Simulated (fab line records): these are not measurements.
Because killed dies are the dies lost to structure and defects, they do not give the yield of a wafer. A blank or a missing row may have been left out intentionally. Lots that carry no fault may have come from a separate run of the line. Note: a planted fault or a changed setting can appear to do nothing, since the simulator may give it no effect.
Which tool is to blame? | flow gf180mcu | 45 wafers from 15 lots sampled at 4 of the route's 602 steps

== WHAT EACH GAUGE READ, for each wafer ==
GF_M3_CD_MEAS_14: target cd 280 nm. Usual: 280.3 nm for cd-nm, sd 1.4.
lot  | measured     | on        | cd-nm (nm)        | flag
L655 | day 21 19:44 | cd-sem-02 | 279.6 280.7 280.3 |
L658 | day 23 08:13 | cd-sem-02 | 279.9 278.4 278.5 |
L659 | day 23 14:32 | cd-sem-02 | 279.8 280.0 281.4 |
L660 | day 23 15:28 | cd-sem-02 | 280.1 279.5 280.0 |
L661 | day 24 11:16 | cd-sem-02 | 281.4 281.6 280.6 |
L665 | day 25 15:56 | cd-sem-02 | 282.1 282.5 282.7 |
L667 | day 26 19:29 | cd-sem-02 | 279.8 279.9 280.2 |
L668 | day 26 21:31 | cd-sem-02 | 279.6 280.0 279.8 |
L669 | day 27 02:09 | cd-sem-02 | 280.5 281.5 280.1 |
L670 | day 27 08:43 | cd-sem-02 | 278.8 279.7 278.3 |
L671 | day 27 20:03 | cd-sem-02 | 281.2 281.0 280.7 |
L672 | day 27 20:38 | cd-sem-02 | 280.1 281.4 280.5 |
L673 | day 28 03:10 | cd-sem-01 | 280.4 277.8 280.7 |
L674 | day 28 09:20 | cd-sem-01 | 280.8 280.2 279.0 |
L675 | day 28 12:59 | cd-sem-01 | 281.0 282.5 281.2 |

== TOOL THAT RAN EACH LOT (tool first, then ch and the chambers of the sampled wafers, then the start) ==
lot  | GF_V2_STRIP_18                       | GF_V2_SPUTTER_22             | GF_M3_SPUTTER_03
L655 | plasma-asher-04 ch 0,1, day 20 17:55 | pvd-sputter-04, day 20 18:54 | pvd-sputter-03, day 20 19:42
L658 | plasma-asher-02 ch 0,1, day 22 08:03 | pvd-sputter-04, day 22 08:39 | pvd-sputter-03, day 22 09:26
L659 | plasma-asher-04 ch 0,1, day 22 13:56 | pvd-sputter-01, day 22 14:30 | pvd-sputter-03, day 22 15:17
L660 | plasma-asher-04 ch 0,1, day 22 15:07 | pvd-sputter-02, day 22 15:44 | pvd-sputter-01, day 22 16:32
L661 | plasma-asher-01 ch 0,1, day 23 11:47 | pvd-sputter-02, day 23 12:26 | pvd-sputter-01, day 23 13:13
L665 | plasma-asher-02 ch 0,1, day 24 16:33 | pvd-sputter-04, day 24 17:09 | pvd-sputter-01, day 24 17:56
L667 | plasma-asher-01 ch 0,1, day 25 21:06 | pvd-sputter-04, day 25 21:42 | pvd-sputter-01, day 25 22:29
L668 | plasma-asher-02 ch 1, day 25 23:00   | pvd-sputter-02, day 25 23:37 | pvd-sputter-03, day 26 00:25
L669 | plasma-asher-04 ch 0,1, day 26 04:06 | pvd-sputter-04, day 26 04:44 | pvd-sputter-01, day 26 05:31
L670 | plasma-asher-04 ch 0,1, day 26 11:01 | pvd-sputter-01, day 26 11:39 | pvd-sputter-03, day 26 12:26
L671 | plasma-asher-04 ch 1, day 26 22:27   | pvd-sputter-01, day 26 23:02 | pvd-sputter-04, day 26 23:50
L672 | plasma-asher-01 ch 0,1, day 26 23:31 | pvd-sputter-01, day 27 00:07 | pvd-sputter-03, day 27 00:55
L673 | plasma-asher-02 ch 0,1, day 27 06:24 | pvd-sputter-02, day 27 07:02 | pvd-sputter-04, day 27 07:49
L674 | plasma-asher-01 ch 0,1, day 27 12:32 | pvd-sputter-04, day 27 13:10 | pvd-sputter-03, day 27 13:57
L675 | plasma-asher-01 ch 0,1, day 27 16:12 | pvd-sputter-02, day 27 16:49 | pvd-sputter-01, day 27 17:37
- GF_V2_STRIP_18: strips in O2/N2.
- GF_V2_SPUTTER_22: material TiN, target thk 10 nm, time 40 s.
- GF_M3_SPUTTER_03: material Ti, target thk 10 nm, time 6.7 s.

== WHAT THE TOOLS THEMSELVES READ (means of the sampled wafers that have a number; where no wafer has one, the mark that the record gives instead) ==
GF_V2_STRIP_18. Usual: chamber-pressure-mTorr 1500.0 mTorr, standard deviation 1.4; drypump-motor-current-A 5.5 A, standard deviation 0.39; heater-power-w 324 W, standard deviation 16; n2-flow-sccm 300.1 sccm, standard deviation 0.88; oes-product-au 0.593 a.u., standard deviation 0.0051; platen-temp-c 250.00 C, standard deviation 0.19.
lot  | tool            | chamber-pressure-mTorr (mTorr) | drypump-motor-current-A (A) | heater-power-w (W) | n2-flow-sccm (sccm) | oes-product-au (a.u.) | platen-temp-c (C) | flag
L655 | plasma-asher-04 | 1499.6                         | 5.7                         | 328                | 300.0               | 0.594                 | 250.05            |
L658 | plasma-asher-02 | 1499.5                         | 6.0                         | 326                | 300.4               | 0.588                 | 249.79            |
L659 | plasma-asher-04 | 1499.5                         | 5.7                         | 333                | 300.4               | 0.594                 | 250.12            |
L660 | plasma-asher-04 | 1500.8                         | 5.6                         | 333                | 300.3               | 0.591                 | 250.01            |
L661 | plasma-asher-01 | 1499.2                         | 5.0                         | 314                | 300.0               | 0.595                 | 250.36            |
L665 | plasma-asher-02 | 1498.2                         | 5.8                         | 331                | 299.7               | 0.594                 | 250.05            |
L667 | plasma-asher-01 | 1500.6                         | 5.2                         | 300                | 300.3               | 0.588                 | 249.97            |
L668 | plasma-asher-02 | 1500.6                         | 6.1                         | 318                | 300.6               | 0.592                 | 249.98            |
L669 | plasma-asher-04 | 1500.4                         | 5.7                         | 331                | 299.8               | 0.586                 | 250.11            |
L670 | plasma-asher-04 | 1498.0                         | 5.6                         | 337                | 300.9               | 0.596                 | 249.93            |
L671 | plasma-asher-04 | 1499.2                         | 5.8                         | 324                | 299.7               | 0.589                 | 250.01            |
L672 | plasma-asher-01 | 1500.1                         | 5.2                         | 304                | 299.4               | 0.592                 | 249.93            |
L673 | plasma-asher-02 | 1499.4                         | 5.8                         | 333                | 299.9               | 0.589                 | 249.95            |
L674 | plasma-asher-01 | 1499.9                         | 5.0                         | 311                | 300.3               | 0.602                 | 249.82            |
L675 | plasma-asher-01 | 1498.9                         | 5.2                         | 303                | 299.7               | 0.591                 | 249.93            |

GF_V2_SPUTTER_22. Usual: cathode-dc-power-W 4000.0 W, standard deviation 0.73; chamber-pressure-pa 4.999 Pa, standard deviation 0.011; throttle-valve-pct 30.1 %, standard deviation 0.84.
lot  | tool           | cathode-dc-power-W (W) | chamber-pressure-pa (Pa) | throttle-valve-pct (%) | flag
L655 | pvd-sputter-04 | 4000.2                 | 4.997                    | 30.1                   |
L658 | pvd-sputter-04 | 3999.6                 | 5.003                    | 29.2                   |
L659 | pvd-sputter-01 | 3999.8                 | 4.996                    | 30.8                   |
L660 | pvd-sputter-02 | 4000.2                 | 5.001                    | 30.3                   |
L661 | pvd-sputter-02 | 3999.6                 | 4.998                    | 30.3                   |
L665 | pvd-sputter-04 | 3999.6                 | 5.016                    | 29.9                   |
L667 | pvd-sputter-04 | 4000.2                 | 4.993                    | 30.1                   |
L668 | pvd-sputter-02 | 3999.9                 | 4.993                    | 30.1                   |
L669 | pvd-sputter-04 | 3999.4                 | 5.007                    | 29.2                   |
L670 | pvd-sputter-01 | 3999.7                 | 5.008                    | 30.2                   |
L671 | pvd-sputter-01 | 3999.8                 | 4.997                    | 30.8                   |
L672 | pvd-sputter-01 | 4000.5                 | 5.004                    | 31.0                   |
L673 | pvd-sputter-02 | 3999.6                 | 4.991                    | 30.1                   |
L674 | pvd-sputter-04 | 3999.8                 | 5.000                    | 29.3                   |
L675 | pvd-sputter-02 | 3999.8                 | 5.006                    | 30.7                   |

GF_M3_SPUTTER_03. Usual: cathode-dc-power-W 2999.9 W, standard deviation 0.51; chamber-pressure-pa 0.2999 Pa, standard deviation 0.00055; throttle-valve-pct 30.3 %, standard deviation 0.78.
lot  | tool           | cathode-dc-power-W (W) | chamber-pressure-pa (Pa) | throttle-valve-pct (%) | flag
L655 | pvd-sputter-03 | 3000.2                 | 0.3002                   | 30.4                   |
L658 | pvd-sputter-03 | -                      | -                        | -                      | OFF
L659 | pvd-sputter-03 | -                      | -                        | -                      | OFF
L660 | pvd-sputter-01 | -                      | -                        | -                      | OFF
L661 | pvd-sputter-01 | 2999.6                 | 0.2993                   | 30.6                   |
L665 | pvd-sputter-01 | 2999.6                 | 0.3002                   | 30.6                   |
L667 | pvd-sputter-01 | 3000.6                 | 0.2997                   | 30.7                   |
L668 | pvd-sputter-03 | 2999.9                 | 0.2999                   | 30.8                   |
L669 | pvd-sputter-01 | 2999.6                 | 0.3002                   | 30.5                   |
L670 | pvd-sputter-03 | 3000.2                 | 0.2999                   | 29.9                   |
L671 | pvd-sputter-04 | 3000.1                 | 0.3001                   | 28.9                   |
L672 | pvd-sputter-03 | 3000.1                 | 0.2999                   | 30.0                   |
L673 | pvd-sputter-04 | 3000.2                 | 0.2999                   | 29.6                   |
L674 | pvd-sputter-03 | 2999.7                 | 0.3004                   | 30.3                   |
L675 | pvd-sputter-01 | 2999.7                 | 0.2999                   | 30.6                   |

== THE ANSWER, worked out from the rows above alone ==
Rule: a lot counts as off when the mean over its wafers that have a number is more than 3 standard deviations away from the usual mean. Also off: a lot with no number at a reading for which 4 or more lots have one. Where the step has rows for the other lots, those lots are counted as sound. After the gauges, taken in route order, come the tools' own readings; for these a lot's mean is taken, as printed above. At the first step where some lot is off, the reading lying furthest off is the one used; lots without a number count as furthest.
Off: L658, L659, L660, at GF_M3_SPUTTER_03 (cathode-dc-power-W). Without a number there: L658, L659, L660.
A tool fits if, at that step or a process step before it, it ran every lot that is off, and no sound lot after the first of them. Not one of the candidates tried fits.

== WHAT HAD BEEN PUT IN BY THE SIMULATOR ==
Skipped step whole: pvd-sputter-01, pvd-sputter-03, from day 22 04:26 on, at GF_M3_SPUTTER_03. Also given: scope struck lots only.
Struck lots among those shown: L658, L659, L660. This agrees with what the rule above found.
